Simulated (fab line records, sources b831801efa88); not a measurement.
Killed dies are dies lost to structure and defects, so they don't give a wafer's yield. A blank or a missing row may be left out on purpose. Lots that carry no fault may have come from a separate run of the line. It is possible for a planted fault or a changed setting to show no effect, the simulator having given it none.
Matching of chambers | flow gf180mcu | 4 sister chambers for GF_STI_ETCH_13 on rieDiel-03
The step etches the open film in CHF3/O2, stops on Si, target depth 282.31 nm, time 112.9 s. 7 wafers are shown with their chamber, then 7 later ones without.

## WAFERS WITH THEIR CHAMBER
wafer  | chamber | drypumpMotorCurrentA (A) | biasW (W)
L450.2 | 2       | 6.3                      | 200.8
L450.3 | 0       | 5.3                      | 199.7
L452.1 | 3       | 5.1                      | 199.8
L452.2 | 0       | 5.3                      | 199.1
L452.6 | 3       | 5.1                      | 200.5
L456.4 | 1       | 5.7                      | 200.4
L456.5 | 1       | 5.6                      | 199.9

## WAFERS WITHOUT THEIR CHAMBER
wafer  | drypumpMotorCurrentA (A) | biasW (W)
L456.6 | 5.3                      | 200.3
L465.2 | 5.1                      | 199.5
L465.3 | 5.6                      | 200.0
L465.6 | 5.3                      | 200.6
L466.1 | 5.3                      | 200.8
L466.2 | 6.3                      | 200.1
L466.3 | 5.6                      | 198.4

## THE CHAMBER EACH PASSED THROUGH
wafer  | from the rows above     | in truth
L456.6 | 0                       | 0
L465.2 | 3                       | 3
L465.3 | 1                       | 1
L465.6 | 0                       | 0
L466.1 | can't be placed: 0 or 3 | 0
L466.2 | 2                       | 2
L466.3 | 1                       | 1
Placed correctly: 6 of 7. These rows do not allow placing 1 (true chamber among the candidates in 1). Number placed wrongly: 0.
How it was worked out, from the rows above alone: a wafer's distance from a chamber is the root of the sum, over the readings, of the square of ((its reading less the chamber's mean) divided by the reading's scatter). The wafer belongs to the nearest chamber; if the next one is less than 2 further off, it can't be placed. Each chamber's mean is taken over the wafers shown for it. The scatter: take each reading less its chamber's mean, square it, sum over the shown wafers, divide by the number of wafers less the number of chambers, and take the root.
